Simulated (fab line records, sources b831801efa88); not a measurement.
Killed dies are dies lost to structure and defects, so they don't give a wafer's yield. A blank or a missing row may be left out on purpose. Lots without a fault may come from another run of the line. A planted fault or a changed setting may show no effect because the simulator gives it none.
Chamber matching | flow gf180mcu | GF_V5_CMP_04 on cmp-02: 4 sister chambers
The step polishes SiO2. 4 wafers are shown with their chamber, then 7 later ones without.

WAFERS WITH THEIR CHAMBER
wafer  | chamber | motor_current_A (A)
L712.3 | 3       | 11.1
L712.5 | 1       | 11.2
L713.1 | 2       | 12.2
L713.2 | 0       | 10.7

WAFERS WITHOUT THEIR CHAMBER
wafer  | motor_current_A (A)
L713.5 | 11.4
L714.2 | 11.0
L714.3 | 11.6
L714.4 | 11.0
L721.3 | 10.9
L721.5 | 10.9
L721.6 | 12.3

WHICH CHAMBER EACH WENT THROUGH
wafer  | from the rows above          | in truth
L713.5 | can't be placed: 1 or 3      | 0
L714.2 | can't be placed: 3 or 1 or 0 | 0
L714.3 | can't be placed: 1 or 3 or 2 | 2
L714.4 | can't be placed: 3 or 1 or 0 | 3
L721.3 | can't be placed: 3 or 0 or 1 | 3
L721.5 | can't be placed: 3 or 0 or 1 | 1
L721.6 | 2                            | 2
Placed correctly: 1 of 7. Can't be placed from these rows: 6 (the true chamber is among the candidates in 5). Placed wrongly: 0.
How it was worked out, from the rows above alone: a wafer's distance from a chamber is the root of the sum, over the readings, of the square of ((its reading less the chamber's mean) divided by the reading's scatter). The wafer belongs to the nearest chamber; if the next one is less than 2 further off, it can't be placed. A chamber's mean is the mean of its shown wafers. The scatter: with one shown wafer a chamber, the root of the mean of the squares of how far each hidden wafer lies from its nearest shown one.
